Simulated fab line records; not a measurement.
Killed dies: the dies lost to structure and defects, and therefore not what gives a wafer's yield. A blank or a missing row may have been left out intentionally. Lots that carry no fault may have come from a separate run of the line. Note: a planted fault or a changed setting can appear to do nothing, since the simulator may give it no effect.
Code-filled problem report in 8D (eight disciplines) form || flow sky130 || the parts of the form that need people (team, actions taken, sign-off) are left out

## 1. WHAT WENT WRONG
Wafers without a fault read 13.14 s, standard deviation 0.15; strip_time_to_endpoint_s at SKY_METAL5_STRIP_16 reads a mean of 21.44 s on 9 wafers belonging to 3 lots. That is +55 standard deviations from the usual mean.
The step: strips in O2/N2.
First seen on wafer L997.2, day 47 19:20, on plasma_asher-03. At this step, 30 wafers from 10 lots have a number in the record. Rule for "out" (also "out of limits"): further than 4 standard deviations from the usual mean. The rest of the wafers with a number are treated as sound.

## 2. WHAT IT IS; WHAT IT IS NOT
{"question": "which readings at this step", "is": "strip_time_to_endpoint_s", "is not": "drypump_motor_current_A, oes_product_au"}
{"question": "which lots", "is": "L997, L998, L999", "is not": "L100, L101, L982, L983, L986, L989, L992"}
{"question": "which wafers of those lots", "is": "all that have a number", "is not": "-"}
{"question": "read on which tools", "is": "plasma_asher-02, plasma_asher-03", "is not": "plasma_asher-04"}
{"question": "when", "is": "from day 47 19:20", "is not": "up to then (15 sound wafers); but 6 sound wafers of L100, L101 came after"}

## 3. THE SUSPECTS, EACH WITH WHAT RULES IT OUT
Counting: any tool at a process step up to the reading is kept as a suspect provided that every lot that is out went through it and no sound lot did after the first of them.
- rie_metal-02 at SKY_METAL5_METAL_ETCH_15 (etches the open film in Cl2/BCl3, stops on SiO2, target depth 1260 nm, time 252 s): ruled out as a lasting fault. Sound lots L101 ran on it after its first lot that is out, L997 (day 47 19:06).
Left after counting: nothing in the record.

## 4. THE CAUSE (what the simulator had put in)
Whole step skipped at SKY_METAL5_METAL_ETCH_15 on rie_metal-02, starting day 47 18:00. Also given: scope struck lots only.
It was ruled out by counting, in error; the rule expects a fault to strike all lots run on its tool from its start on, and this fault did not.

## 5. THE EFFECT CHAIN, in route order
Each row: a reading where the mean over the struck wafers with a number is more than 3 standard deviations away from the usual. Scope: only readings with a usual standard deviation given in the record; hours: median across lots of the time from each lot's start at the first step in this table that gives one to its start at this step; sigmas: change in usual standard deviations.
{"hours": 0, "step": "SKY_METAL5_STRIP_16", "reading": "strip_time_to_endpoint_s", "usual": "13.14 s", "on struck wafers": 21.44, "change": "+8.30", "sigmas": "+55"}
{"hours": 39, "step": "SKY_PAD_OPEN_PROBE_99", "reading": "defect_limited_yield", "usual": "82.4 %", "on struck wafers": 0.0, "change": -82.4, "sigmas": -43}
{"hours": 39, "step": "SKY_PAD_OPEN_PROBE_99", "reading": "killed_at_M4_up", "usual": 3.5, "on struck wafers": 407.6, "change": "+404.1", "sigmas": "+99 or more"}
{"hours": 39, "step": "SKY_PAD_OPEN_PROBE_99", "reading": "killed_dies", "usual": 86, "on struck wafers": 492, "change": "+406", "sigmas": "+44"}
{"hours": 39, "step": "SKY_PAD_OPEN_PROBE_99", "reading": "killed_on_rim", "usual": 17, "on struck wafers": 96, "change": "+79", "sigmas": "+20"}
{"hours": 39, "step": "SKY_PAD_OPEN_PROBE_99", "reading": "sort_bin_5_function", "usual": "10.3 %", "on struck wafers": 92.8, "change": "+82.5", "sigmas": "+59"}
{"hours": 39, "step": "SKY_PAD_OPEN_PROBE_99", "reading": "sort_n_pass", "usual": 406, "on struck wafers": 0, "change": -406, "sigmas": -44}
{"hours": 39, "step": "SKY_PAD_OPEN_PROBE_99", "reading": "sort_yield_pct", "usual": "82.4 %", "on struck wafers": 0.0, "change": -82.4, "sigmas": -43}
The process steps in it:
- SKY_METAL5_STRIP_16: strips in O2/N2.
- SKY_PAD_OPEN_PROBE_99
Readings that are blank on the struck wafers while sound wafers have them: bcl3_flow_sccm at SKY_METAL5_METAL_ETCH_15; bias_w at SKY_METAL5_METAL_ETCH_15; drypump_motor_current_A at SKY_METAL5_METAL_ETCH_15; oes_product_au at SKY_METAL5_METAL_ETCH_15; throttle_valve_pct at SKY_METAL5_METAL_ETCH_15.

## 6. HOW IT WOULD HAVE BEEN CAUGHT EARLIER
In this record the first reading out of limits was taken at day 47 19:20, 1 hour after the fault began at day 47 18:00.
At SKY_METAL5_METAL_ETCH_15 the tool's readings are blank on the struck wafers, where sound wafers have them: an empty tool record is the first sign, and it was there at once.
